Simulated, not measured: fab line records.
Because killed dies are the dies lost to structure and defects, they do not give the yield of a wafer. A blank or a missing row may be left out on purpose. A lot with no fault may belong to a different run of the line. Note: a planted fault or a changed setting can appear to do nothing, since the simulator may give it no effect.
fab line records	flow gf180mcu
record lots=24	wafers=72	last_day=34
route steps=602 shown M1@316 V1@349 M2@363 M3@413
lots with no fault: from the same line, run without faults
start_h: hours from the record's opening day to when the first of the lot's shown wafers began	wait_h: hours elapsed since this lot's preceding step	" identical to the entry in the row above	L1.1+2: several wafers, shown together as one row	- no value, or no start was given	* or withheld: withheld	< > ~ a bound
route shown NAME@n: NAME is a module with steps in the file, n the number in the route of the first one	usual: average and standard deviation across the fault-free wafers	same: alike in all rows	chamber/n: place in a boat	sites: readings site by site	_std_site: the standard deviation of these	_edge_site: inner sites' mean taken away from outer sites' mean	radius_mm: how far each site lies from the wafer's centre	mask NAME#n: copy n	behind: the tool/chamber that last shaped the wafer	hold: reason for holding the lot/hours on hold/outcome of the hold	device: names the non-switching transistor (n, p or np)	end of line: tests of these same wafers at the route's end	a step without rows: its recipe alone	killed: not the wafer's yield, but the dies lost to structure and defects at the first sort	map: a wafer's dies, marking killed ones x, the rest . and places with no die _
set.NAME: the run value of the setting; set.NAME@STEP: its run value at that earlier step	model.NAME: the simulator's own value behind a step, which no gauge read
route steps across a sampled set of lots; one table per step, one row per wafer
services: from which hour (start_h, from the record's first day; less than 0 if before it) a tool's chamber was out of use, for how many hours, and why
## steps
# step GF_M1_SPUTTER_01
# recipe material=TiN	target_thk_nm=30	power_w=6500	time_s=25	chamber_pressure_pa=0.4
# usual chamber_pressure_pa=0.4002/0.00082	throttle_valve_pct=30.1/0.59
lot.wafer	tool	chamber	start_h	wait_h	chamber_pressure_pa	throttle_valve_pct
L074.4	pvd_sputter-04	-	354.52	0.1	0.3987	31.2
L074.5	"	-	"	"	0.4002	31.2
L074.6	"	-	"	"	0.4006	29.5
L075.1	pvd_sputter-01	-	385.90	0.1	0.4005	30.0
L075.3	"	-	"	"	0.3997	30.4
L075.5	"	-	"	"	0.3996	30.3
L076.1	pvd_sputter-01	-	393.72	0.1	0.4006	30.4
L076.2	"	-	"	"	0.4014	30.4
L076.4	"	-	"	"	0.4017	30.1
L077.2	pvd_sputter-03	-	395.73	0.1	0.3997	30.5
L077.3	"	-	"	"	0.3998	30.2
L077.5	"	-	"	"	0.3996	28.4
L078.1	pvd_sputter-04	-	402.99	0.1	0.4000	29.8
L078.3	"	-	"	"	0.3996	30.1
L078.6	"	-	"	"	0.4002	29.6
L079.1	pvd_sputter-03	-	410.53	0.1	0.3994	30.8
L079.4	"	-	"	"	0.3988	29.5
L079.6	"	-	"	"	0.3990	30.0
L080.1	pvd_sputter-03	-	417.67	0.1	0.4003	28.1
L080.3	"	-	"	"	0.4009	30.6
L080.6	"	-	"	"	0.3998	28.1
L081.3	pvd_sputter-01	-	430.52	0.1	0.4012	30.6
L081.4	"	-	"	"	0.4000	30.0
L081.5	"	-	"	"	0.4003	30.4
L083.1	pvd_sputter-04	-	449.06	0.1	0.3997	30.0
L083.4	"	-	"	"	0.3994	29.9
L083.6	"	-	"	"	0.4002	30.1
L082.2	pvd_sputter-01	-	451.26	0.1	0.4002	30.1
L082.3	"	-	"	"	0.4000	30.4
L082.5	"	-	"	"	0.4004	30.3
L084.4	pvd_sputter-01	-	452.97	0.1	0.4000	30.5
L084.5	"	-	"	"	0.4003	30.3
L084.6	"	-	"	"	0.4010	30.3
L085.1	pvd_sputter-01	-	464.45	0.1	0.3992	30.2
L085.3	"	-	"	"	0.4009	29.9
L085.6	"	-	"	"	0.3996	30.3
L086.1	pvd_sputter-04	-	468.71	0.1	0.4004	31.4
L086.2	"	-	"	"	0.4018	29.7
L086.6	"	-	"	"	0.4002	29.9
L087.1	pvd_sputter-01	-	487.28	0.1	0.4007	30.2
L087.5	"	-	"	"	0.3993	30.7
L087.6	"	-	"	"	0.4012	30.4
L088.1	pvd_sputter-01	-	492.63	0.1	0.3995	30.4
L088.2	"	-	"	"	0.3998	30.3
L088.5	"	-	"	"	0.3997	30.4
L089.3	pvd_sputter-04	-	501.41	0.1	0.3997	30.0
L089.4	"	-	"	"	0.4008	30.0
L089.6	"	-	"	"	0.4005	30.2
L090.1	pvd_sputter-01	-	503.70	0.1	0.3999	30.5
L090.5	"	-	"	"	0.4014	30.3
L090.6	"	-	"	"	0.4004	30.4
L091.1	pvd_sputter-04	-	518.96	0.1	0.3991	29.7
L091.5	"	-	"	"	0.4002	30.2
L091.6	"	-	"	"	0.3991	29.5
L092.2	pvd_sputter-04	-	533.21	0.1	0.4003	29.6
L092.3	"	-	"	"	0.4005	30.3
L092.5	"	-	"	"	0.4004	30.2
L093.3	pvd_sputter-01	-	538.52	0.1	0.3997	30.5
L093.5	"	-	"	"	0.3995	30.4
L093.6	"	-	"	"	0.4000	30.1
L094.3	pvd_sputter-04	-	543.80	0.1	0.3996	29.5
L094.5	"	-	"	"	0.4003	29.5
L094.6	"	-	"	"	0.4001	30.2
L095.1	pvd_sputter-03	-	549.02	0.1	0.4001	30.4
L095.5	"	-	"	"	0.4003	29.6
L095.6	"	-	"	"	0.3993	30.8
L096.1	pvd_sputter-04	-	552.55	0.1	0.3987	29.8
L096.4	"	-	"	"	0.3992	29.6
L096.6	"	-	"	"	0.3999	31.4
L097.2	pvd_sputter-01	-	556.76	0.1	0.3973	30.4
L097.3	"	-	"	"	0.4004	30.0
L097.6	"	-	"	"	0.4010	30.1
# step GF_V1_CD_MEAS_14
# recipe target_cd_nm=260
# usual cd_nm=260.1/1
lot.wafer	tool	chamber	start_h	wait_h	cd_nm
L074.4	cd_sem-02	-	401.12	0.1	259.9
L074.5	"	-	"	"	259.2
L074.6	"	-	"	"	259.6
L075.1	cd_sem-02	-	435.15	0.1	261.3
L075.3	"	-	"	"	260.4
L075.5	"	-	"	"	259.8
L076.1	cd_sem-02	-	442.59	0.1	260.1
L076.2	"	-	"	"	260.6
L076.4	"	-	"	"	259.6
L077.2	cd_sem-01	-	446.07	0.1	260.1
L077.3	"	-	"	"	259.3
L077.5	"	-	"	"	258.1
L078.1	cd_sem-01	-	452.69	0.1	259.0
L078.3	"	-	"	"	259.1
L078.6	"	-	"	"	257.5
L079.1	cd_sem-01	-	460.56	0.1	260.4
L079.4	"	-	"	"	260.5
L079.6	"	-	"	"	260.7
L080.1	cd_sem-02	-	467.50	0.1	259.1
L080.3	"	-	"	"	260.0
L080.6	"	-	"	"	260.7
L081.3	cd_sem-01	-	480.20	0.1	259.8
L081.4	"	-	"	"	260.1
L081.5	"	-	"	"	261.0
L083.1	cd_sem-01	-	498.95	0.1	260.1
L083.4	"	-	"	"	260.8
L083.6	"	-	"	"	261.0
L082.2	cd_sem-01	-	501.01	0.1	260.6
L082.3	"	-	"	"	260.3
L082.5	"	-	"	"	260.8
L084.4	cd_sem-02	-	503.40	0.1	261.0
L084.5	"	-	"	"	262.2
L084.6	"	-	"	"	261.7
L085.1	cd_sem-02	-	513.76	0.1	260.5
L085.3	"	-	"	"	260.9
L085.6	"	-	"	"	259.8
L086.1	cd_sem-02	-	517.11	0.1	260.2
L086.2	"	-	"	"	260.6
L086.6	"	-	"	"	260.6
L087.1	cd_sem-02	-	534.64	0.1	260.0
L087.5	"	-	"	"	260.3
L087.6	"	-	"	"	258.7
L088.1	cd_sem-02	-	540.35	0.1	261.2
L088.2	"	-	"	"	261.5
L088.5	"	-	"	"	261.5
L089.3	cd_sem-01	-	547.73	0.1	259.9
L089.4	"	-	"	"	260.2
L089.6	"	-	"	"	258.4
L090.1	cd_sem-01	-	550.59	0.1	260.7
L090.5	"	-	"	"	261.7
L090.6	"	-	"	"	260.6
L091.1	cd_sem-01	-	565.06	0.1	259.3
L091.5	"	-	"	"	260.7
L091.6	"	-	"	"	259.7
L092.2	cd_sem-01	-	579.41	0.1	258.2
L092.3	"	-	"	"	258.3
L092.5	"	-	"	"	259.3
L093.3	cd_sem-01	-	584.83	0.1	260.3
L093.5	"	-	"	"	260.4
L093.6	"	-	"	"	260.6
L094.3	cd_sem-01	-	589.58	0.1	257.5
L094.5	"	-	"	"	257.8
L094.6	"	-	"	"	259.4
L095.1	cd_sem-01	-	594.54	0.1	260.4
L095.5	"	-	"	"	261.3
L095.6	"	-	"	"	261.7
L096.1	cd_sem-02	-	597.26	0.1	260.1
L096.4	"	-	"	"	259.8
L096.6	"	-	"	"	260.1
L097.2	cd_sem-02	-	601.66	0.1	260.1
L097.3	"	-	"	"	260.4
L097.6	"	-	"	"	261.9
# step GF_V1_OVL_MEAS_15
# usual V1_OVL=-2/5.4
lot.wafer	tool	chamber	start_h	wait_h	V1_OVL[nm]
L074.4	overlay-01	-	401.20	0.1	7
L074.5	"	-	"	"	4
L074.6	"	-	"	"	-1
L075.1	overlay-01	-	435.27	0.1	6
L075.3	"	-	"	"	0
L075.5	"	-	"	"	-6
L076.1	overlay-01	-	442.71	0.1	-7
L076.2	"	-	"	"	-4
L076.4	"	-	"	"	-9
L077.2	overlay-02	-	446.17	0.1	-4
L077.3	"	-	"	"	-3
L077.5	"	-	"	"	-11
L078.1	overlay-01	-	452.81	0.1	1
L078.3	"	-	"	"	1
L078.6	"	-	"	"	3
L079.1	overlay-02	-	460.68	0.1	0
L079.4	"	-	"	"	-2
L079.6	"	-	"	"	2
L080.1	overlay-02	-	467.62	0.1	-6
L080.3	"	-	"	"	4
L080.6	"	-	"	"	-5
L081.3	overlay-02	-	480.29	0.1	-1
L081.4	"	-	"	"	-2
L081.5	"	-	"	"	-2
L083.1	overlay-02	-	499.07	0.1	5
L083.4	"	-	"	"	4
L083.6	"	-	"	"	4
L082.2	overlay-02	-	501.12	0.1	-11
L082.3	"	-	"	"	-8
L082.5	"	-	"	"	-12
L084.4	overlay-02	-	503.48	0.1	-7
L084.5	"	-	"	"	-6
L084.6	"	-	"	"	-6
L085.1	overlay-02	-	513.88	0.1	-6
L085.3	"	-	"	"	-8
L085.6	"	-	"	"	-2
L086.1	overlay-02	-	517.23	0.1	-8
L086.2	"	-	"	"	-7
L086.6	"	-	"	"	-14
L087.1	overlay-02	-	534.76	0.1	-9
L087.5	"	-	"	"	-5
L087.6	"	-	"	"	-9
L088.1	overlay-02	-	540.47	0.1	-5
L088.2	"	-	"	"	-3
L088.5	"	-	"	"	-7
L089.3	overlay-02	-	547.82	0.1	6
L089.4	"	-	"	"	5
L089.6	"	-	"	"	3
L090.1	overlay-02	-	550.73	0.1	4
L090.5	"	-	"	"	3
L090.6	"	-	"	"	-1
L091.1	overlay-02	-	565.18	0.1	5
L091.5	"	-	"	"	-3
L091.6	"	-	"	"	1
L092.2	overlay-02	-	579.52	0.1	-10
L092.3	"	-	"	"	-14
L092.5	"	-	"	"	-7
L093.3	overlay-02	-	584.92	0.1	-3
L093.5	"	-	"	"	-5
L093.6	"	-	"	"	1
L094.3	overlay-02	-	589.67	0.1	3
L094.5	"	-	"	"	6
L094.6	"	-	"	"	8
L095.1	overlay-02	-	594.66	0.1	-2
L095.5	"	-	"	"	-5
L095.6	"	-	"	"	-3
L096.1	overlay-02	-	597.38	0.1	-1
L096.4	"	-	"	"	-1
L096.6	"	-	"	"	-4
L097.2	overlay-02	-	601.77	0.1	-8
L097.3	"	-	"	"	-10
L097.6	"	-	"	"	-9
# step GF_V1_SPUTTER_22
# recipe material=TiN	target_thk_nm=10	chamber_pressure_pa=5	power_w=4000	time_s=40
# usual chamber_pressure_pa=5.000/0.01	throttle_valve_pct=30.2/0.86
lot.wafer	tool	chamber	start_h	wait_h	chamber_pressure_pa	throttle_valve_pct
L074.4	pvd_sputter-04	-	401.96	0.0	4.995	31.2
L074.5	"	-	"	"	4.992	29.9
L074.6	"	-	"	"	4.980	31.4
L075.1	pvd_sputter-02	-	436.06	0.0	5.012	30.4
L075.3	"	-	"	"	4.992	30.5
L075.5	"	-	"	"	4.997	28.3
L076.1	pvd_sputter-02	-	443.47	0.0	5.013	31.6
L076.2	"	-	"	"	5.010	28.6
L076.4	"	-	"	"	5.013	30.2
L077.2	pvd_sputter-02	-	446.93	0.0	4.996	30.3
L077.3	"	-	"	"	4.998	30.4
L077.5	"	-	"	"	5.005	28.3
L078.1	pvd_sputter-02	-	453.58	0.0	5.001	30.2
L078.3	"	-	"	"	5.015	30.4
L078.6	"	-	"	"	4.996	28.2
L079.1	pvd_sputter-04	-	461.48	0.0	5.005	31.6
L079.4	"	-	"	"	4.990	30.3
L079.6	"	-	"	"	4.983	29.8
L080.1	pvd_sputter-01	-	468.44	0.0	4.990	30.6
L080.3	"	-	"	"	5.004	30.0
L080.6	"	-	"	"	4.985	30.2
L081.3	pvd_sputter-01	-	481.13	0.0	4.992	30.3
L081.4	"	-	"	"	5.008	29.7
L081.5	"	-	"	"	5.011	30.3
L083.1	pvd_sputter-02	-	499.93	0.0	5.002	30.4
L083.4	"	-	"	"	4.985	28.4
L083.6	"	-	"	"	5.006	30.5
L082.2	pvd_sputter-02	-	501.87	0.0	5.006	30.3
L082.3	"	-	"	"	4.995	30.4
L082.5	"	-	"	"	4.990	30.7
L084.4	pvd_sputter-02	-	504.22	0.0	4.988	31.5
L084.5	"	-	"	"	5.003	31.5
L084.6	"	-	"	"	4.996	30.3
L085.1	pvd_sputter-01	-	514.67	0.0	4.992	30.2
L085.3	"	-	"	"	4.995	30.2
L085.6	"	-	"	"	4.991	30.2
L086.1	pvd_sputter-04	-	517.99	0.0	5.001	30.1
L086.2	"	-	"	"	5.000	31.2
L086.6	"	-	"	"	5.002	29.8
L087.1	pvd_sputter-04	-	535.86	0.0	4.979	29.8
L087.5	"	-	"	"	4.979	29.8
L087.6	"	-	"	"	5.002	31.4
L088.1	pvd_sputter-02	-	541.29	0.1	5.013	30.2
L088.2	"	-	"	"	5.020	31.2
L088.5	"	-	"	"	5.004	28.5
L089.3	pvd_sputter-01	-	548.61	0.0	4.999	30.5
L089.4	"	-	"	"	5.006	30.0
L089.6	"	-	"	"	4.990	30.4
L090.1	pvd_sputter-04	-	551.52	0.0	5.005	31.3
L090.5	"	-	"	"	5.011	29.8
L090.6	"	-	"	"	5.000	31.2
L091.1	pvd_sputter-02	-	565.97	0.0	4.988	31.5
L091.5	"	-	"	"	4.998	30.5
L091.6	"	-	"	"	5.004	28.3
L092.2	pvd_sputter-02	-	580.34	0.0	5.003	28.2
L092.3	"	-	"	"	5.011	31.5
L092.5	"	-	"	"	4.991	28.2
L093.3	pvd_sputter-04	-	585.71	0.0	4.999	29.9
L093.5	"	-	"	"	5.013	31.3
L093.6	"	-	"	"	5.009	29.6
L094.3	pvd_sputter-04	-	590.46	0.0	5.008	29.9
L094.5	"	-	"	"	4.995	30.2
L094.6	"	-	"	"	5.015	29.7
L095.1	pvd_sputter-01	-	595.42	0.0	5.001	30.0
L095.5	"	-	"	"	5.009	30.3
L095.6	"	-	"	"	5.000	30.4
L096.1	pvd_sputter-01	-	598.18	0.0	4.988	30.2
L096.4	"	-	"	"	5.002	30.4
L096.6	"	-	"	"	4.998	30.6
L097.2	pvd_sputter-04	-	602.58	0.0	4.979	31.2
L097.3	"	-	"	"	5.010	29.4
L097.6	"	-	"	"	5.015	29.8
# step GF_M2_SPUTTER_01
# recipe material=TiN	target_thk_nm=30	power_w=6500	time_s=25	chamber_pressure_pa=0.4
# usual chamber_pressure_pa=0.4000/0.00085	throttle_valve_pct=30.1/0.83
lot.wafer	tool	chamber	start_h	wait_h	chamber_pressure_pa	throttle_valve_pct
L074.4	pvd_sputter-01	-	402.69	0.1	0.4002	30.5
L074.5	"	-	"	"	0.3991	30.4
L074.6	"	-	"	"	0.3996	30.2
L075.1	pvd_sputter-03	-	436.79	0.1	0.3996	29.9
L075.3	"	-	"	"	0.3989	30.1
L075.5	"	-	"	"	0.3993	28.8
L076.1	pvd_sputter-03	-	444.20	0.1	0.3999	28.4
L076.2	"	-	"	"	0.4002	30.1
L076.4	"	-	"	"	0.4007	30.7
L077.2	pvd_sputter-03	-	447.77	0.1	0.4026	30.0
L077.3	"	-	"	"	0.3995	30.7
L077.5	"	-	"	"	0.3994	30.2
L078.1	pvd_sputter-01	-	454.31	0.1	0.4009	30.5
L078.3	"	-	"	"	0.4006	30.2
L078.6	"	-	"	"	0.4001	30.2
L079.1	pvd_sputter-02	-	462.21	0.1	0.4010	28.4
L079.4	"	-	"	"	0.4002	30.3
L079.6	"	-	"	"	0.3998	30.2
L080.1	pvd_sputter-02	-	469.17	0.1	0.3991	30.4
L080.3	"	-	"	"	0.4010	30.4
L080.6	"	-	"	"	0.4009	30.3
L081.3	pvd_sputter-02	-	481.98	0.1	0.3986	30.2
L081.4	"	-	"	"	0.4006	30.1
L081.5	"	-	"	"	0.3996	31.5
L083.1	pvd_sputter-01	-	500.66	0.1	0.4003	30.4
L083.4	"	-	"	"	0.3996	30.3
L083.6	"	-	"	"	0.4000	30.3
L082.2	pvd_sputter-03	-	502.60	0.1	0.3996	28.2
L082.3	"	-	"	"	0.4001	30.8
L082.5	"	-	"	"	0.3996	30.6
L084.4	pvd_sputter-01	-	504.95	0.1	0.4012	30.6
L084.5	"	-	"	"	0.4003	29.9
L084.6	"	-	"	"	0.4002	30.2
L085.1	pvd_sputter-01	-	515.40	0.1	0.3991	30.3
L085.3	"	-	"	"	0.3989	30.5
L085.6	"	-	"	"	0.3992	30.1
L086.1	pvd_sputter-03	-	518.72	0.1	0.4006	30.0
L086.2	"	-	"	"	0.3989	30.6
L086.6	"	-	"	"	0.4002	30.8
L087.1	pvd_sputter-02	-	536.59	0.1	0.3996	31.7
L087.5	"	-	"	"	0.4000	31.6
L087.6	"	-	"	"	0.4006	30.3
L088.1	pvd_sputter-03	-	542.17	0.1	0.4005	28.5
L088.2	"	-	"	"	0.4000	30.6
L088.5	"	-	"	"	0.4010	30.3
L089.3	pvd_sputter-02	-	549.45	0.1	0.3994	30.7
L089.4	"	-	"	"	0.3994	30.4
L089.6	"	-	"	"	0.3999	30.5
L090.1	pvd_sputter-01	-	552.25	0.1	0.3997	30.1
L090.5	"	-	"	"	0.3996	29.9
L090.6	"	-	"	"	0.3997	30.5
L091.1	pvd_sputter-01	-	566.70	0.1	0.3999	29.9
L091.5	"	-	"	"	0.4001	30.4
L091.6	"	-	"	"	0.4001	29.9
L092.2	pvd_sputter-03	-	581.07	0.1	0.4005	30.7
L092.3	"	-	"	"	0.3990	29.4
L092.5	"	-	"	"	0.4004	30.6
L093.3	pvd_sputter-02	-	586.44	0.1	0.4010	30.3
L093.5	"	-	"	"	0.4009	30.3
L093.6	"	-	"	"	0.4004	31.4
L094.3	pvd_sputter-03	-	591.19	0.1	0.3999	30.0
L094.5	"	-	"	"	0.4003	29.8
L094.6	"	-	"	"	0.3988	28.3
L095.1	pvd_sputter-02	-	596.16	0.1	0.3998	30.3
L095.5	"	-	"	"	0.4012	30.2
L095.6	"	-	"	"	0.3996	28.4
L096.1	pvd_sputter-01	-	599.18	0.1	0.4007	30.3
L096.4	"	-	"	"	0.3997	30.0
L096.6	"	-	"	"	0.3995	30.7
L097.2	pvd_sputter-02	-	603.31	0.1	0.3990	31.5
L097.3	"	-	"	"	0.3991	30.3
L097.6	"	-	"	"	0.4016	30.8
# step GF_M3_SPUTTER_04
# recipe material=TiN	target_thk_nm=50	power_w=6500	time_s=41.7	chamber_pressure_pa=0.4
# usual chamber_pressure_pa=0.4001/0.00077	throttle_valve_pct=30.1/0.67
lot.wafer	tool	chamber	start_h	wait_h	chamber_pressure_pa	throttle_valve_pct
L074.4	pvd_sputter-03	-	453.70	0.0	0.3998	29.7
L074.5	"	-	"	"	0.3998	28.3
L074.6	"	-	"	"	0.4012	29.6
L075.1	pvd_sputter-03	-	488.43	0.0	0.3988	28.6
L075.3	"	-	"	"	0.3994	30.0
L075.5	"	-	"	"	0.3992	29.9
L076.1	pvd_sputter-03	-	495.74	0.0	0.4002	30.1
L076.2	"	-	"	"	0.4010	29.8
L076.4	"	-	"	"	0.4010	30.4
L077.2	pvd_sputter-04	-	499.72	0.0	0.4004	29.6
L077.3	"	-	"	"	0.4004	31.1
L077.5	"	-	"	"	0.3997	29.6
L078.1	pvd_sputter-01	-	506.52	0.0	0.3989	30.2
L078.3	"	-	"	"	0.4010	30.3
L078.6	"	-	"	"	0.4003	30.5
L079.1	pvd_sputter-04	-	513.55	0.0	0.4003	29.4
L079.4	"	-	"	"	0.4002	29.9
L079.6	"	-	"	"	0.4001	30.1
L080.1	pvd_sputter-01	-	519.79	0.0	0.4025	30.5
L080.3	"	-	"	"	0.3996	30.1
L080.6	"	-	"	"	0.4001	30.2
L081.3	pvd_sputter-03	-	532.08	0.0	0.4001	30.6
L081.4	"	-	"	"	0.4001	29.4
L081.5	"	-	"	"	0.4009	28.3
L083.1	pvd_sputter-01	-	550.25	0.0	0.3998	30.2
L083.4	"	-	"	"	0.3987	30.5
L083.6	"	-	"	"	0.4017	30.2
L082.2	pvd_sputter-03	-	552.37	0.0	0.3994	30.5
L082.3	"	-	"	"	0.4000	30.2
L082.5	"	-	"	"	0.4012	30.0
L084.4	pvd_sputter-03	-	554.25	0.0	0.4005	28.2
L084.5	"	-	"	"	0.4003	28.6
L084.6	"	-	"	"	0.3995	29.7
L085.1	pvd_sputter-01	-	563.92	0.0	0.3996	29.9
L085.3	"	-	"	"	0.3997	30.1
L085.6	"	-	"	"	0.4004	30.3
L086.1	pvd_sputter-04	-	565.79	0.0	0.4003	29.6
L086.2	"	-	"	"	0.4003	29.9
L086.6	"	-	"	"	0.3986	29.8
L087.1	pvd_sputter-01	-	583.04	0.0	0.4008	30.3
L087.5	"	-	"	"	0.4009	30.2
L087.6	"	-	"	"	0.4015	30.2
L088.1	pvd_sputter-01	-	587.90	0.0	0.4007	30.1
L088.2	"	-	"	"	0.3990	30.3
L088.5	"	-	"	"	0.4021	30.3
L089.3	pvd_sputter-01	-	597.52	0.0	0.3985	30.4
L089.4	"	-	"	"	0.4011	30.4
L089.6	"	-	"	"	0.4000	30.4
L090.1	pvd_sputter-04	-	598.36	0.0	0.3995	29.7
L090.5	"	-	"	"	0.4007	31.3
L090.6	"	-	"	"	0.4001	29.6
L091.1	pvd_sputter-04	-	612.11	0.0	0.4003	29.6
L091.5	"	-	"	"	0.3999	30.2
L091.6	"	-	"	"	0.3997	31.3
L092.2	pvd_sputter-01	-	626.62	0.0	0.3998	30.1
L092.3	"	-	"	"	0.3987	30.3
L092.5	"	-	"	"	0.4001	30.6
L093.3	pvd_sputter-04	-	630.37	0.0	0.3989	29.7
L093.5	"	-	"	"	0.4005	29.6
L093.6	"	-	"	"	0.4010	31.2
L094.3	pvd_sputter-01	-	635.35	0.0	0.3987	30.4
L094.5	"	-	"	"	0.4001	30.6
L094.6	"	-	"	"	0.3996	30.3
L095.1	pvd_sputter-01	-	640.72	0.0	0.4001	30.6
L095.5	"	-	"	"	0.3991	30.5
L095.6	"	-	"	"	0.3999	30.3
L096.1	pvd_sputter-03	-	642.12	0.0	0.3996	30.6
L096.4	"	-	"	"	0.3992	30.1
L096.6	"	-	"	"	0.4005	28.2
L097.2	pvd_sputter-01	-	646.66	0.0	0.4004	30.3
L097.3	"	-	"	"	0.4015	30.4
L097.6	"	-	"	"	0.4007	30.0
## services
tool	chamber	start_h	hours	kind
pvd_sputter-03	-	355.99	2.7	repair
pvd_sputter-02	-	391.55	3.8	repair
pvd_sputter-01	-	396.55	3.5	repair
pvd_sputter-03	3	410.66	-	consumable_replace:kit
pvd_sputter-03	3	410.66	18.0	scheduled_down
pvd_sputter-03	3	410.66	18.0	vent_cycle
pvd_sputter-01	-	438.45	2.2	repair
pvd_sputter-03	-	454.40	2.2	repair
pvd_sputter-01	0	482.63	-	consumable_replace:kit
pvd_sputter-01	0	482.63	18.0	scheduled_down
pvd_sputter-01	0	482.63	18.0	vent_cycle
pvd_sputter-03	-	504.84	7.1	repair
pvd_sputter-03	-	533.03	2.6	repair
pvd_sputter-02	-	562.42	2.7	repair
pvd_sputter-04	2	598.40	-	consumable_replace:kit
pvd_sputter-04	2	598.40	18.0	scheduled_down
pvd_sputter-04	2	598.40	18.0	vent_cycle
pvd_sputter-03	2	623.48	-	consumable_replace:kit
pvd_sputter-03	2	623.48	18.0	scheduled_down
pvd_sputter-03	2	623.48	18.0	vent_cycle
pvd_sputter-02	3	642.80	-	consumable_replace:kit
pvd_sputter-02	3	642.80	18.0	scheduled_down
pvd_sputter-02	3	642.80	18.0	vent_cycle
## key
fault none
